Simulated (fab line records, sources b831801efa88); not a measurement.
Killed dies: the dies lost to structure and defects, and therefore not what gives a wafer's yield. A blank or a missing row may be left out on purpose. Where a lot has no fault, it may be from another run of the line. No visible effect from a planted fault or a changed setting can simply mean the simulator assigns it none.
Which of the tools did it? | flow gf180mcu | 33 wafers from 11 lots sampled at 3 of the route's 602 steps

## WHAT THE GAUGES READ, wafer by wafer
GF_HV_LDD_TW_MEAS_50. Usual: HV_LDD_4_TW gives 566 (standard deviation 3.8).
lot  | measured     | on            | HV_LDD_4_TW | flag
L704 | day 12 20:51 | film metro-02 | 569 572 569 |
L707 | day 13 15:11 | film metro-02 | 571 569 571 |
L708 | day 14 01:52 | film metro-02 | 568 569 568 |
L709 | day 14 12:18 | film metro-04 | 572 568 567 |
L711 | day 15 00:02 | film metro-03 | 566 563 568 |
L712 | day 15 09:54 | film metro-02 | 570 571 572 |
L714 | day 16 04:44 | film metro-04 | 565 569 564 |
L716 | day 16 17:26 | film metro-03 | 566 567 564 |
L717 | day 17 02:07 | film metro-03 | 557 557 559 |
L724 | day 19 12:34 | film metro-04 | 565 566 567 |
L725 | day 19 22:11 | film metro-02 | 570 570 573 |

## WHICH TOOL RAN EACH LOT (tool, then ch and the chambers of the sampled wafers, then the start)
lot  | GF_HV_LDD_STRIP_10                   | GF_HV_LDD_STRIP_49
L704 | plasma asher-03 ch 0,1, day 10 11:21 | plasma asher-03 ch 0, day 12 20:45
L707 | plasma asher-01 ch 0,1, day 11 03:24 | plasma asher-03 ch 0,1, day 13 15:05
L708 | plasma asher-01 ch 0,1, day 11 13:02 | plasma asher-03 ch 0,1, day 14 01:46
L709 | plasma asher-02 ch 0,1, day 11 22:47 | plasma asher-01 ch 0,1, day 14 12:13
L711 | plasma asher-01 ch 0,1, day 12 09:40 | plasma asher-02 ch 0,1, day 14 23:56
L712 | plasma asher-02 ch 0,1, day 12 18:16 | plasma asher-03 ch 0,1, day 15 09:48
L714 | plasma asher-01 ch 0,1, day 13 12:29 | plasma asher-02 ch 0,1, day 16 04:38
L716 | plasma asher-03 ch 0,1, day 14 00:25 | plasma asher-02 ch 0,1, day 16 17:20
L717 | plasma asher-02 ch 0,1, day 14 07:19 | plasma asher-02 ch 0,1, day 17 02:02
L724 | plasma asher-02 ch 0,1, day 16 12:43 | plasma asher-01 ch 0, day 19 12:27
L725 | plasma asher-01 ch 0,1, day 16 20:25 | plasma asher-01 ch 0,1, day 19 22:06
- GF_HV_LDD_STRIP_10: strips in O2/N2.
- GF_HV_LDD_STRIP_49: strips in O2/N2.

## AS READ BY THE TOOLS THEMSELVES (means over the sampled wafers that have a number; for cases with no such wafer, the mark the record gives instead)
GF_HV_LDD_STRIP_10. Usual: drypump motor current A 5.8 A, standard deviation 0.45; heater power w 336 W, standard deviation 29; n2 flow sccm 299.8 sccm, standard deviation 0.84; oes product au 0.716 a.u., standard deviation 0.0046; strip time to endpoint s 12.63 s, standard deviation 0.035.
lot  | tool            | drypump motor current A (A) | heater power w (W) | n2 flow sccm (sccm) | oes product au (a.u.) | strip time to endpoint s (s) | flag
L704 | plasma asher-03 | 5.5                         | 352                | 300.3               | 0.717                 | 12.63                        |
L707 | plasma asher-01 | 6.0                         | 348                | 299.6               | 0.714                 | 12.63                        |
L708 | plasma asher-01 | 5.5                         | 322                | 300.0               | 0.717                 | 12.70                        |
L709 | plasma asher-02 | 6.0                         | 334                | 300.8               | 0.718                 | 12.62                        |
L711 | plasma asher-01 | 5.5                         | 322                | 299.8               | 0.718                 | 12.59                        |
L712 | plasma asher-02 | 6.0                         | 334                | 300.2               | 0.719                 | 12.67                        |
L714 | plasma asher-01 | 5.5                         | 316                | 299.8               | 0.715                 | 12.59                        |
L716 | plasma asher-03 | 5.6                         | 343                | 300.2               | 0.712                 | 12.62                        |
L717 | plasma asher-02 | 6.0                         | 334                | 299.7               | 0.717                 | 12.60                        |
L724 | plasma asher-02 | 5.9                         | 331                | 299.8               | 0.718                 | 12.65                        |
L725 | plasma asher-01 | 6.0                         | 348                | 300.2               | 0.715                 | 12.62                        |

GF_HV_LDD_STRIP_49. Usual: drypump motor current A 5.8 A, standard deviation 0.45; heater power w 336 W, standard deviation 30; n2 flow sccm 300.0 sccm, standard deviation 0.96; oes product au 0.715 a.u., standard deviation 0.0048; strip time to endpoint s 12.62 s, standard deviation 0.034.
lot  | tool            | drypump motor current A (A) | heater power w (W) | n2 flow sccm (sccm) | oes product au (a.u.) | strip time to endpoint s (s) | flag
L704 | plasma asher-03 | 5.4                         | 356                | 300.2               | 0.711                 | 12.65                        |
L707 | plasma asher-03 | 5.6                         | 343                | 300.2               | 0.723                 | 12.64                        |
L708 | plasma asher-03 | 5.5                         | 349                | 299.5               | 0.716                 | 12.65                        |
L709 | plasma asher-01 | 5.5                         | 317                | 299.2               | 0.716                 | 12.62                        |
L711 | plasma asher-02 | 6.0                         | 335                | 299.8               | 0.715                 | 12.59                        |
L712 | plasma asher-03 | 5.5                         | 350                | 300.0               | 0.712                 | 12.65                        |
L714 | plasma asher-02 | 6.0                         | 339                | 300.0               | 0.713                 | 12.60                        |
L716 | plasma asher-02 | 6.0                         | 338                | 300.3               | 0.718                 | 12.64                        |
L717 | plasma asher-02 | 6.0                         | 339                | 299.9               | 0.715                 | 12.67                        |
L724 | plasma asher-01 | 5.1                         | 285                | 299.1               | 0.711                 | 12.57                        |
L725 | plasma asher-01 | 5.5                         | 314                | 301.2               | 0.718                 | 12.63                        |

## THE ANSWER, worked out from the rows above alone
Rule: a lot is off if the mean of its wafers that have a number lies more than 3 standard deviations from the usual mean. A lot without any number at a reading at which 4 lots or more have one is off too. Where the step has rows for the other lots, those lots are counted as sound. First the gauges in route order, then the tools' own readings, where a lot's mean is used as printed above. The first step at which some lot is off is used, and at that step the reading that is off furthest; a lot without a number counts as furthest.
No lot is off at any reading shown: from this, nothing can be told.

## WHAT THE SIMULATOR HAD PUT IN
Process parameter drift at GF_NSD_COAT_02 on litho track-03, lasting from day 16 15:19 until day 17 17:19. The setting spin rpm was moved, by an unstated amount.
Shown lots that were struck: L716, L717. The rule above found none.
